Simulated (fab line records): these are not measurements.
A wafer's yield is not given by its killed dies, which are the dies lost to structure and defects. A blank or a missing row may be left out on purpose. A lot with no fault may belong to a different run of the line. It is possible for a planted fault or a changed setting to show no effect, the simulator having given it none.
2 desks looking at one fault / flow gf180mcu / only its own numbers are on each desk; what lay behind them is given at the end

## AT THE TOOL OWNER'S DESK: lithoTrack-01
The tool's own readings at GF_HV_LDD_COAT_02 (resist thk 1000 nm): means of the sampled wafers that have a number, for each lot that ran on this tool. Any lot whose mean is over 4 standard deviations away from the usual mean is out of limits and marked OUT; that distance is given in the brackets.
Columns: A = spinSpeedRpm at GF_HV_LDD_COAT_02, usual 3000.0 rpm
lot=L316; first seen here=day 10 04:46; A=3000.4
lot=L318; first seen here=day 10 19:48; A=2998.7
lot=L323; first seen here=day 12 08:50; A=3139.8 (+67) OUT
lot=L325; first seen here=day 12 22:32; A=3139.4 (+66) OUT
lot=L335; first seen here=day 16 00:52; A=3000.2
lot=L337; first seen here=day 16 12:43; A=3000.7
This desk's verdict: out of limits on L323, L325, starting with L323 at day 12 08:50 (spinSpeedRpm at GF_HV_LDD_COAT_02). Within limits: L316, L318, L335, L337.

## FROM THE METROLOGY DESK
Lot by lot, what the gauges showed, no matter which tool ran the lot: averages of those sampled wafers that carry a number. Any lot whose mean is over 4 standard deviations away from the usual mean is out of limits and marked OUT; that distance is given in the brackets.
Columns: A = VT_IMPLANT_03_OVL at GF_VT_IMPLANT_OVL_MEAS_40, usual 0.2 nm; B = cdNm at GF_POLY_GATE_CD_MEAS_10, usual 279.9 nm
lot=L315; first seen here=day 7 18:16; A=2.3; B=280.6
lot=L316; first seen here=day 8 01:24; A=-0.7; B=281.0
lot=L318; first seen here=day 8 17:25; A=0.3; B=279.1
lot=L319; first seen here=day 8 22:58; A=2.0; B=279.7
lot=L321; first seen here=day 9 12:17; A=-1.9; B=279.7
lot=L323; first seen here=day 10 02:09; A=0.3; B=277.9
lot=L325; first seen here=day 10 14:28; A=1.4; B=279.5
lot=L330; first seen here=day 12 01:53; A=3.7; B=279.2
lot=L334; first seen here=day 13 03:37; A=0.9; B=280.0
lot=L335; first seen here=day 13 11:27; A=-0.6; B=280.6
lot=L336; first seen here=day 13 19:02; A=-1.3; B=280.6
lot=L337; first seen here=day 13 22:08; A=-2.3; B=279.8
This desk's verdict: no lot among the 12 shows anything out of limits.

## ALL TOGETHER
At day 12 08:50, on L323, L325, the tool owner's desk was in a position to raise an alarm.
At the metrology desk, nothing out of limits was observed.
The metrology desk has L323, L325 on record, within its limits.
All the named lots went through GF_HV_LDD_COAT_02 on lithoTrack-01.

## WHAT WAS PUT IN BY THE SIMULATOR
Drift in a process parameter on lithoTrack-01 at GF_HV_LDD_COAT_02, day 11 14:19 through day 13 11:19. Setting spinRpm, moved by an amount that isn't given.
Struck lots among those shown: L323, L325.
Hours from the fault's start to each desk's first reading out of limits: the tool owner's desk, 19.
